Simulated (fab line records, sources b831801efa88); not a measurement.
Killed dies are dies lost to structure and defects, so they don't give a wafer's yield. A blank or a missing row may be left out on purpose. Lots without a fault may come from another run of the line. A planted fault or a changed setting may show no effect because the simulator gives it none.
Tool commonality check | flow gf180mcu | 11 lots, 39 wafers sampled

WHY IT WAS OPENED
At GF_STI_THK_MEAS_22 the reading STI_OXIDATION_01_THK is flagged on 2 of 11 lots. Wafers without a fault read 15.01 nm, standard deviation 0.26.
Rule: a lot is flagged when every wafer of it that has a number lies more than 4 standard deviations from that mean, or none has a number. The other lots count as sound.

lot  | measured    | on            | STI_OXIDATION_01_THK (nm), wafer by wafer | flag
L401 | day 2 09:53 | film_metro-04 | 15.25 14.96 14.79                         |
L402 | day 2 15:19 | film_metro-01 | 15.17 15.25 14.73                         |
L403 | day 2 18:44 | film_metro-01 | 14.83 15.00 15.11                         |
L407 | day 3 17:17 | film_metro-02 | 15.20 15.03 15.00                         |
L408 | day 3 22:07 | film_metro-02 | 15.05 14.94 14.69                         |
L411 | day 4 13:10 | film_metro-02 | 14.38 14.47 14.82                         |
L415 | day 5 08:12 | film_metro-02 | 8.20 7.85 8.04 8.16 7.86 8.04             | FLAGGED
L416 | day 5 13:56 | film_metro-01 | 15.19 15.25 14.90                         |
L417 | day 5 20:10 | film_metro-02 | 8.33 8.32 8.17 8.30 8.32 8.18             | FLAGGED
L422 | day 6 20:14 | film_metro-04 | 15.05 15.03 15.13                         |
L423 | day 7 03:39 | film_metro-02 | 15.31 14.72 15.06                         |
The numbers of the flagged lots are 8.15 nm on average: -6.86 nm against the usual, or -26 standard deviations.

WHICH TOOL RAN EACH LOT
The record holds 1 process step before the reading, out of a route of 602 steps. In each cell: the tool, then ch and the chambers that the sampled wafers went through, then the start.
lot  | flag    | GF_STI_OXIDATION_21
L401 |         | furnace-02 ch 0, day 2 08:46
L402 |         | furnace-01 ch 0, day 2 14:10
L403 |         | furnace-02 ch 0, day 2 17:35
L407 |         | furnace-01 ch 0, day 3 16:08
L408 |         | furnace-02 ch 0, day 3 20:59
L411 |         | furnace-02 ch 0, day 4 12:02
L415 | FLAGGED | furnace-02 ch 0, day 5 07:04
L416 |         | furnace-01 ch 0, day 5 12:47
L417 | FLAGGED | furnace-02 ch 0, day 5 19:01
L422 |         | furnace-01 ch 0, day 6 19:07
L423 |         | furnace-01 ch 0, day 7 02:31
What these steps do:
- GF_STI_OXIDATION_21: stabilise 600 s, purge 300 s, target thk 15 nm.
- GF_STI_THK_MEAS_22

FLAGGED OVER TOTAL, TOOL BY TOOL (the gauges that took the reading come last)
step                | tool          | lots run | flagged | share of the flagged lots | sound lots run after its first flagged lot
GF_STI_OXIDATION_21 | furnace-01    | 5        | 0       | none                      | -
GF_STI_OXIDATION_21 | furnace-02    | 6        | 2       | all                       | 0
GF_STI_THK_MEAS_22  | film_metro-01 | 3        | 0       | none                      | -
GF_STI_THK_MEAS_22  | film_metro-02 | 6        | 2       | all                       | 1 (L423)
GF_STI_THK_MEAS_22  | film_metro-04 | 2        | 0       | none                      | -

WHAT THE TABLE ALLOWS
2 rows of the table ran every flagged lot: furnace-02 at GF_STI_OXIDATION_21, film_metro-02 at GF_STI_THK_MEAS_22.
- furnace-02 at GF_STI_OXIDATION_21: 2 of its 6 lots flagged. Its last sound lot is L411 (day 4 12:02), its first flagged lot L415 (day 5 07:04): a fault that began between those two fits. Its own readings lie more than 4 standard deviations out on every wafer of the flagged lots: spike_tc_bottom_C, spike_tc_centre_C, spike_tc_lower_C, spike_tc_top_C, spike_tc_upper_C, tube_center_temp_C, tube_center_temp_C_max, zone_power_bottom_pct.
- film_metro-02 at GF_STI_THK_MEAS_22: 2 of its 6 lots flagged. Sound lots ran on it after the first flagged one (L423), which a lasting fault on the whole tool wouldn't allow.
One tool is left: furnace-02 at GF_STI_OXIDATION_21.

WHAT THE SIMULATOR HAD PUT IN
Process parameter drift: furnace-02, from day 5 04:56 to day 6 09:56, at GF_STI_OXIDATION_21. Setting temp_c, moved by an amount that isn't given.
Lots struck among those shown: L415, L417. The rule above found the same.
